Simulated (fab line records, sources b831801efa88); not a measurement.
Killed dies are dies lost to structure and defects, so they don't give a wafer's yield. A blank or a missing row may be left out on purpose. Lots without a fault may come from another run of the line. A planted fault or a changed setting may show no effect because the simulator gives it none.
fab line records | flow sky130
record lots=5 wafers=15 last_day=51
route steps=708 shown VT_ADJUST_LVTN@105 VT_ADJUST_NCORE@119 VT_ADJUST_HVTR@131 PAD_OPEN@708
lots that met no fault: from a run of the same line without faults
start_h: hours from the record's first day to the start of the lot's first wafer shown | wait_h: hours since the lot's step before | " the same as in the row above | L1.1+2: a row that stands for several wafers | - no value, or no start given | * or withheld: withheld | < > ~ a bound
route shown NAME@n: a module of which the file shows steps, and the number in the route of the first | usual: mean/standard deviation of fault-free wafers | same: alike in all rows | chamber/n: place in a boat | sites: the reading at each site | _std_site: their standard deviation | _edge_site: outer sites' mean less inner sites' | radius_mm: how far each site lies from the wafer's centre | mask NAME#n: copy n | behind: the tool/chamber that last shaped the wafer | hold: why the lot was held/for how many hours/how that ended | device: the transistor (n, p or np) that didn't switch | end of line: the same wafers' tests at the end of the route | a step without rows: its recipe alone | killed: dies lost to structure and defects at the first sort, not the wafer's yield | map: a wafer's dies, x killed, . not, _ none there
set.NAME: the setting as run; set.NAME@STEP: as run at that earlier step | model.NAME: the simulator's own value behind a step, which no gauge read
lots at some steps of the route; a table a step, a row a wafer
services: from which hour (start_h, from the record's first day; less than 0 if before it) a tool's chamber was out of use, for how many hours, and why
## steps
# step SKY_VT_ADJUST_LVTN_IMPLANT_08
# recipe species=B energy_kev=30 dose_cm2=1.57e+12 tilt_deg=withheld
# step SKY_VT_ADJUST_LVTN_STRIP_09
# recipe chemistry=O2/N2 power_w=1400 pressure_mtorr=1500 platen_temp_c=withheld o2_flow_sccm=3000 n2_flow_sccm=300 overash_fraction=0.5
# usual drypump_motor_current_A=5.6/0.4 oes_product_au=0.723/0.0048 strip_time_to_endpoint_s=36.93/0.1
# columns lot.wafer tool chamber start_h wait_h drypump_motor_current_A oes_product_au rf_hours_counter_h strip_time_to_endpoint_s
L961.2 plasma_asher-01 1 184.78 0.1 5.1 0.718 53 37.06
L961.5 " 0 " " 6.0 0.720 - 37.03
L961.6 " 1 " " 5.1 0.710 - 37.03
L967.1 plasma_asher-01 0 226.93 0.1 6.0 0.726 57 37.09
L967.2 " 1 " " 5.2 0.722 57 37.12
L967.4 " 0 " " 6.0 0.717 - 37.06
L969.2 plasma_asher-03 0 241.23 0.1 5.5 0.727 55 36.98
L969.3 " 1 " " 5.2 0.724 - 36.89
L969.6 " 1 " " 5.2 0.724 - 36.93
L975.1 plasma_asher-02 1 277.89 0.1 6.1 0.717 15 36.95
L975.4 " 1 " " 6.1 0.724 - 36.89
L975.5 " 0 " " 6.0 0.714 - 36.77
L978.2 plasma_asher-02 0 300.18 0.1 6.0 0.726 17 36.99
L978.4 " 1 " " 6.1 0.727 - 36.96
L978.6 " 1 " " 6.1 0.721 - 36.87
# step SKY_VT_ADJUST_LVTN_TW_MEAS_10
# usual VT_ADJUST_LVTN_TW=241.5/1.7
# columns lot.wafer tool chamber start_h wait_h VT_ADJUST_LVTN_TW
L961.2 film_metro-01 - 184.89 0.1 239.9
L961.5 " - " " 240.1
L961.6 " - " " 240.6
L967.1 film_metro-01 - 227.03 0.1 240.1
L967.2 " - " " 239.0
L967.4 " - " " 240.2
L969.2 film_metro-03 - 241.34 0.1 243.2
L969.3 " - " " 243.8
L969.6 " - " " 243.2
L975.1 film_metro-03 - 277.99 0.1 243.9
L975.4 " - " " 242.7
L975.5 " - " " 243.5
L978.2 film_metro-03 - 300.29 0.1 242.1
L978.4 " - " " 242.9
L978.6 " - " " 243.0
# step SKY_VT_ADJUST_LVTN_DEHYDRATE_11
# recipe temp_c=200 time_s=60
# step SKY_VT_ADJUST_LVTN_HMDS_12
# recipe prime_time_s=60 prime_temp_c=120
# step SKY_VT_ADJUST_LVTN_COAT_13
# recipe resist=NOVOLAK spin_rpm=3000 resist_thk_nm=1140
# step SKY_VT_ADJUST_LVTN_SOFTBAKE_14
# recipe temp_c=90 time_s=60 resist=NOVOLAK
# step SKY_VT_ADJUST_LVTN_EXPOSE_15
# recipe mask_id=HVN_STD_DERIVED na=0.6 source_shape=conventional sigma_outer=0.6 polarization=unpolarized target_cd_nm=600 dose_mj=163
# step SKY_VT_ADJUST_LVTN_PEB_16
# recipe temp_c=withheld time_s=* resist=NOVOLAK
# step SKY_VT_ADJUST_LVTN_DEVELOP_17
# recipe resist=NOVOLAK developer=TMAH develop_time_s=60 dev_temp_c=23
# step SKY_VT_ADJUST_LVTN_OVL_MEAS_18
# usual VT_ADJUST_LVTN_01_OVL=0.4/1.4
# columns lot.wafer tool chamber start_h wait_h VT_ADJUST_LVTN_01_OVL[nm]
L961.2 overlay-02 - 206.85 0.1 1.7
L961.5 " - " " 1.4
L961.6 " - " " -1.6
L967.1 overlay-01 - 250.01 0.1 2.3
L967.2 " - " " -0.8
L967.4 " - " " -1.6
L969.2 overlay-01 - 265.16 0.1 0.3
L969.3 " - " " 0.2
L969.6 " - " " -1.8
L975.1 overlay-02 - 303.54 0.1 0.6
L975.4 " - " " 1.1
L975.5 " - " " 1.5
L978.2 overlay-01 - 325.62 0.1 2.8
L978.4 " - " " 1.7
L978.6 " - " " 1.9
# step SKY_VT_ADJUST_LVTN_IMPLANT_19
# recipe species=B energy_kev=30 dose_cm2=6.5e+11 tilt_deg=withheld
# step SKY_VT_ADJUST_LVTN_STRIP_20
# recipe chemistry=O2/N2 power_w=1400 pressure_mtorr=1500 platen_temp_c=withheld o2_flow_sccm=3000 n2_flow_sccm=300 overash_fraction=0.5
# usual drypump_motor_current_A=5.7/0.39 oes_product_au=0.716/0.0041 strip_time_to_endpoint_s=14.16/0.048
# columns lot.wafer tool chamber start_h wait_h drypump_motor_current_A oes_product_au rf_hours_counter_h strip_time_to_endpoint_s model.NOVOLAK_of_VT_ADJUST_LVTN_COAT_13.thk_nm
L961.2 plasma_asher-01 0 207.03 0.1 6.0 0.717 55 14.15 0
L961.5 " 1 " " 5.1 0.711 - 14.17 0
L961.6 " 0 " " 6.0 0.710 - 14.21 0
L967.1 plasma_asher-02 0 250.19 0.1 6.0 0.718 13 14.16 0
L967.2 " 1 " " 6.1 0.719 13 14.18 0
L967.4 " 1 " " 6.1 0.711 - 14.18 0
L969.2 plasma_asher-02 1 265.34 0.1 6.1 0.892 14 - 771.6
L969.3 " 0 " " 6.0 0.893 - - 770.9
L969.6 " 1 " " 6.1 0.902 - - 771.3
L975.1 plasma_asher-01 1 303.73 0.1 5.1 0.719 64 14.21 0
L975.4 " 1 " " 5.1 0.711 - 14.18 0
L975.5 " 0 " " 6.0 0.724 - 14.22 0
L978.2 plasma_asher-01 0 325.80 0.1 6.0 0.717 67 14.20 0
L978.4 " 0 " " 6.0 0.710 - 14.12 0
L978.6 " 0 " " 6.0 0.711 - 14.17 0
# step SKY_VT_ADJUST_LVTN_TW_MEAS_21
# usual VT_ADJUST_LVTN_2_TW=187.9/1.4
# columns lot.wafer tool chamber start_h wait_h VT_ADJUST_LVTN_2_TW
L961.2 film_metro-01 - 207.14 0.1 186.0
L961.5 " - " " 186.3
L961.6 " - " " 186.6
L967.1 film_metro-03 - 250.29 0.1 190.0
L967.2 " - " " 189.4
L967.4 " - " " 190.2
L969.2 film_metro-03 - 265.45 0.1 188.5
L969.3 " - " " 189.2
L969.6 " - " " 189.7
L975.1 film_metro-01 - 303.83 0.1 186.8
L975.4 " - " " 186.9
L975.5 " - " " 185.5
L978.2 film_metro-04 - 325.91 0.1 187.5
L978.4 " - " " 187.1
L978.6 " - " " 187.3
# step SKY_VT_ADJUST_NCORE_DEHYDRATE_00
# recipe temp_c=200 time_s=60
# step SKY_VT_ADJUST_NCORE_HMDS_01
# recipe prime_time_s=60 prime_temp_c=120
# step SKY_VT_ADJUST_NCORE_COAT_02
# recipe resist=NOVOLAK spin_rpm=3000 resist_thk_nm=1140
# step SKY_VT_ADJUST_NCORE_SOFTBAKE_03
# recipe temp_c=90 time_s=60 resist=NOVOLAK
# step SKY_VT_ADJUST_NCORE_EXPOSE_04
# recipe mask_id=LVTN_COMPLEMENT_THIN na=0.6 source_shape=conventional sigma_outer=0.6 polarization=unpolarized target_cd_nm=380 dose_mj=139
# step SKY_VT_ADJUST_NCORE_PEB_05
# recipe temp_c=withheld time_s=* resist=NOVOLAK
# step SKY_VT_ADJUST_NCORE_DEVELOP_06
# recipe resist=NOVOLAK developer=TMAH develop_time_s=60 dev_temp_c=23
# step SKY_VT_ADJUST_NCORE_CD_MEAS_07
# recipe target_cd_nm=380
# usual cd_nm=380/3.1
# columns lot.wafer tool chamber start_h wait_h cd_nm
L961.2 cd_sem-01 - 230.33 0.1 380
L961.5 " - " " 382
L961.6 " - " " 379
L967.1 cd_sem-01 - 274.06 0.1 381
L967.2 " - " " 382
L967.4 " - " " 380
L969.2 cd_sem-02 - 289.98 0.1 380
L969.3 " - " " 378
L969.6 " - " " 378
L975.1 cd_sem-02 - 329.66 0.1 376
L975.4 " - " " 376
L975.5 " - " " 376
L978.2 cd_sem-02 - 353.64 0.1 384
L978.4 " - " " 385
L978.6 " - " " 386
# step SKY_VT_ADJUST_NCORE_OVL_MEAS_08
# usual VT_ADJUST_NCORE_OVL=0.0/1.2
# columns lot.wafer tool chamber start_h wait_h VT_ADJUST_NCORE_OVL[nm]
L961.2 overlay-02 - 230.43 0.1 -2.4
L961.5 " - " " -1.8
L961.6 " - " " -2.4
L967.1 overlay-01 - 274.20 0.1 1.7
L967.2 " - " " 0.3
L967.4 " - " " -0.1
L969.2 overlay-02 - 290.08 0.1 1.2
L969.3 " - " " -0.3
L969.6 " - " " -0.7
L975.1 overlay-02 - 329.78 0.1 -0.3
L975.4 " - " " 0.1
L975.5 " - " " -0.9
L978.2 overlay-01 - 353.74 0.1 0.1
L978.4 " - " " 1.3
L978.6 " - " " 2.5
# step SKY_VT_ADJUST_NCORE_IMPLANT_09
# recipe species=B energy_kev=10 dose_cm2=2.4e+12 tilt_deg=withheld
# step SKY_VT_ADJUST_NCORE_STRIP_10
# recipe chemistry=O2/N2 power_w=1400 pressure_mtorr=1500 platen_temp_c=withheld o2_flow_sccm=3000 n2_flow_sccm=300 overash_fraction=0.5
# usual drypump_motor_current_A=5.7/0.41 oes_product_au=0.716/0.0049 strip_time_to_endpoint_s=14.17/0.051
# columns lot.wafer tool chamber start_h wait_h drypump_motor_current_A oes_product_au rf_hours_counter_h strip_time_to_endpoint_s
L961.2 plasma_asher-02 0 231.00 0.1 5.9 0.711 11 14.26
L961.5 " 1 " " 6.1 0.713 - 14.19
L961.6 " 0 " " 5.9 0.717 - 14.20
L967.1 plasma_asher-03 1 274.38 0.1 5.2 0.707 59 14.19
L967.2 " 0 " " 5.4 0.707 59 14.13
L967.4 " 0 " " 5.4 0.722 - 14.15
L969.2 plasma_asher-02 1 290.26 0.1 6.1 0.718 16 25.79
L969.3 " 1 " " 6.1 0.722 - 25.77
L969.6 " 0 " " 5.9 0.725 - 25.75
L975.1 plasma_asher-04 0 329.96 0.1 5.3 0.712 49 14.28
L975.4 " 1 " " 6.1 0.713 - 14.22
L975.5 " 1 " " 6.1 0.710 - 14.27
L978.2 plasma_asher-03 1 353.92 0.1 5.2 0.718 66 14.15
L978.4 " 0 " " 5.4 0.718 - 14.16
L978.6 " 1 " " 5.2 0.718 - 14.15
# step SKY_VT_ADJUST_NCORE_TW_MEAS_11
# usual VT_ADJUST_NCORE_TW=220.4/1.3
# columns lot.wafer tool chamber start_h wait_h VT_ADJUST_NCORE_TW
L961.2 film_metro-02 - 231.11 0.1 222.3
L961.5 " - " " 222.6
L961.6 " - " " 221.9
L967.1 film_metro-04 - 274.48 0.1 219.4
L967.2 " - " " 219.3
L967.4 " - " " 219.9
L969.2 film_metro-03 - 290.37 0.1 30.2
L969.3 " - " " 30.0
L969.6 " - " " 30.1
L975.1 film_metro-02 - 330.06 0.1 220.1
L975.4 " - " " 220.0
L975.5 " - " " 220.8
L978.2 film_metro-03 - 354.03 0.1 219.9
L978.4 " - " " 219.3
L978.6 " - " " 219.4
# step SKY_VT_ADJUST_HVTR_DEHYDRATE_00
# recipe temp_c=200 time_s=60
# step SKY_PAD_OPEN_PROBE_99
# columns lot.wafer tool chamber start_h wait_h model.etest.pfet_16v.r_on_ohm_um model.etest.nfet_16v.r_on_ohm_um model.etest.pfet_g5v0d10v5.r_on_ohm_um model.etest.tip_p.rs_ohm_sq model.etest.pfet_01v8.r_on_ohm_um model.etest.tip_p_5v.rs_ohm_sq model.etest.pfet_g5v0d10v5.drive_ua_um model.etest.nfet_01v8_swapped.drive_ua_um
L961.2 prober-02 - 1131.62 0.1 1.524e+04 1.43e+04 4782 6889 2965 2836 343.6 474.7
L961.5 prober-02 - 1131.77 0.2 1.549e+04 1.436e+04 4720 6860 2978 2803 344.8 486.9
L961.6 prober-02 - 1131.82 0.2 1.499e+04 1.426e+04 4690 6947 2933 2798 351 487
L967.1 prober-02 - 1170.49 0.1 1.491e+04 1.432e+04 4773 6768 2892 2812 347.2 504.5
L967.2 prober-02 - 1170.54 0.1 1.475e+04 1.446e+04 4759 6795 2928 2830 345 498.3
L967.4 prober-02 - 1170.64 0.2 1.468e+04 1.449e+04 4845 6828 2975 2853 338.8 498.9
L969.2 prober-02 - 1179.74 0.1 1.663e+04 1.232e+04 5947 7720 3353 3108 248.9 594.1
L969.3 prober-02 - 1179.79 0.2 1.68e+04 1.23e+04 5988 7705 3308 3083 249.3 589.4
L969.6 prober-02 - 1179.94 0.2 1.668e+04 1.21e+04 5926 7714 3296 3131 248.2 592.2
L975.1 prober-01 - 1204.49 0.1 1.55e+04 1.405e+04 4892 6920 2958 2898 329.4 501
L975.4 prober-01 - 1204.64 0.2 1.561e+04 1.42e+04 4894 6914 2958 2903 326 509.2
L975.5 prober-01 - 1204.69 0.2 1.559e+04 1.408e+04 4883 6891 2977 2919 326.5 489.7
L978.2 prober-01 - 1220.77 0.1 1.484e+04 1.423e+04 4728 6942 2944 2839 343.1 507.2
L978.4 prober-01 - 1220.87 0.2 1.495e+04 1.406e+04 4754 6937 2933 2817 340.9 506.2
L978.6 prober-01 - 1220.97 0.2 1.499e+04 1.414e+04 4715 6894 2976 2807 342.6 506.6
# killed by level:class
L961.2 CONTACT:geometric_particle:open=9 VIA1:geometric_particle:open=9 POLY_GATE:geometric_particle:short=8 METAL2:geometric_particle:short=8 VIA2:geometric_particle:open=7 VIA3:geometric_particle:open=7 CONTACT:geometric_particle:short=6 FIELD_ISO:geometric_particle:short=4
L961.5 VIA1:geometric_particle:open=13 METAL2:geometric_particle:short=9 CONTACT:geometric_particle:open=8 VIA1:geometric_particle:short=6 LI_CONTACT:geometric_particle:open=5 VIA2:geometric_particle:open=5 CONTACT:geometric_particle:short=4 VIA3:geometric_particle:open=4
L961.6 CONTACT:geometric_particle:open=13 VIA1:geometric_particle:open=12 VIA3:geometric_particle:open=8 VIA2:geometric_particle:open=7 LI_CONTACT:geometric_particle:open=7 POLY_GATE:geometric_particle:open=6 CONTACT:geometric_particle:short=6 VIA1:geometric_particle:short=6
L967.1 CONTACT:geometric_particle:open=10 CONTACT:geometric_particle:short=9 LI_CONTACT:geometric_particle:open=7 VIA2:geometric_particle:open=7 VIA1:geometric_particle:open=5 FIELD_ISO:geometric_particle:short=4 LOCAL_INTERCONNECT:geometric_particle:short=4 METAL1:geometric_particle:short=4
L967.2 VIA1:geometric_particle:open=12 METAL1:geometric_particle:short=9 CONTACT:geometric_particle:open=8 METAL2:geometric_particle:short=8 FIELD_ISO:geometric_particle:open=5 POLY_GATE:geometric_particle:open=5 VIA3:geometric_particle:short=5 CONTACT:geometric_particle:short=3
L967.4 FIELD_ISO:geometric_particle:short=14 CONTACT:geometric_particle:open=11 VIA1:geometric_particle:open=10 FIELD_ISO:geometric_particle:open=9 METAL1:geometric_particle:short=6 VIA3:geometric_particle:open=5 LI_CONTACT:geometric_particle:open=4 VIA1:geometric_particle:short=4
L975.1 CONTACT:geometric_particle:open=12 LI_CONTACT:geometric_particle:open=8 METAL1:geometric_particle:short=8 VIA2:geometric_particle:open=7 CONTACT:geometric_particle:short=6 VIA1:geometric_particle:open=6 VIA1:geometric_particle:short=6 FIELD_ISO:geometric_particle:short=4
L975.4 CONTACT:geometric_particle:open=12 FIELD_ISO:geometric_particle:short=10 METAL1:geometric_particle:short=9 FIELD_ISO:geometric_particle:open=8 LI_CONTACT:geometric_particle:open=8 VIA3:geometric_particle:open=7 VIA2:geometric_particle:open=7 VIA1:geometric_particle:short=6
L975.5 CONTACT:geometric_particle:open=13 VIA1:geometric_particle:open=8 FIELD_ISO:geometric_particle:short=7 LOCAL_INTERCONNECT:geometric_particle:short=5 VIA1:geometric_particle:short=5 VIA3:geometric_particle:open=5 LI_CONTACT:geometric_particle:open=4 CONTACT:geometric_particle:short=4
L978.2 LI_CONTACT:geometric_particle:open=12 VIA1:geometric_particle:open=12 VIA3:geometric_particle:open=9 VIA2:geometric_particle:open=7 CONTACT:geometric_particle:open=7 METAL2:geometric_particle:short=6 POLY_GATE:geometric_particle:short=4 VIA1:geometric_particle:short=4
L978.4 VIA3:geometric_particle:open=8 CONTACT:geometric_particle:open=8 VIA1:geometric_particle:short=8 VIA2:geometric_particle:open=7 VIA1:geometric_particle:open=7 CONTACT:geometric_particle:short=6 LI_CONTACT:geometric_particle:open=6 METAL2:geometric_particle:short=5
L978.6 VIA2:geometric_particle:open=9 CONTACT:geometric_particle:open=9 VIA1:geometric_particle:open=9 METAL2:geometric_particle:short=9 VIA3:geometric_particle:open=9 FIELD_ISO:geometric_particle:open=6 CONTACT:geometric_particle:short=6 LOCAL_INTERCONNECT:geometric_particle:short=5
## services
# columns tool chamber start_h hours kind
plasma_asher-03 - 259.87 3.2 repair
plasma_asher-04 - 286.27 1.5 repair
plasma_asher-03 - 310.19 1.2 repair
plasma_asher-03 - 330.88 0.3 repair
## key
first_sign step=SKY_VT_ADJUST_LVTN_STRIP_20 reading=oes_product_au direction=up sigmas=44 usual=0.716 struck=0.896
effect step=SKY_VT_ADJUST_NCORE_STRIP_10 reading=strip_time_to_endpoint_s direction=up sigmas=99+ usual=* struck=*
effect step=SKY_VT_ADJUST_NCORE_TW_MEAS_11 reading=VT_ADJUST_NCORE_TW direction=down sigmas=99+ usual=220.4 struck=30.1
model_effect step=SKY_VT_ADJUST_LVTN_STRIP_20 value=NOVOLAK_of_VT_ADJUST_LVTN_COAT_13.thk_nm without=0 struck=771.3
model_effect step=SKY_PAD_OPEN_PROBE_99 value=etest.pfet_16v.r_on_ohm_um without=1.51e+04 struck=1.67e+04
met_at SKY_VT_ADJUST_LVTN_STRIP_20
struck_wafers L969.2,L969.3,L969.6
sort_left_out L969.2,L969.3,L969.6
tester_left_out L969
onset_between 250.19 265.34
fault kind=strip_aborted tool=plasma_asher-02 chamber=- onset_h=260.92 steps=SKY_VT_ADJUST_LVTN_STRIP_20 offset=0.90251 end_h=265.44
# tester_left_out: of these lots the tester's yield and bins aren't shown, on N5 and GAA mostly nor the transistor test; their killed dies are dies lost to structure and defects alone, not to doping, threshold or leakage, so they don't give the yield
# sort_left_out: the simulated sort isn't trusted on such a fault, so these wafers' sort isn't shown, and their yield isn't known
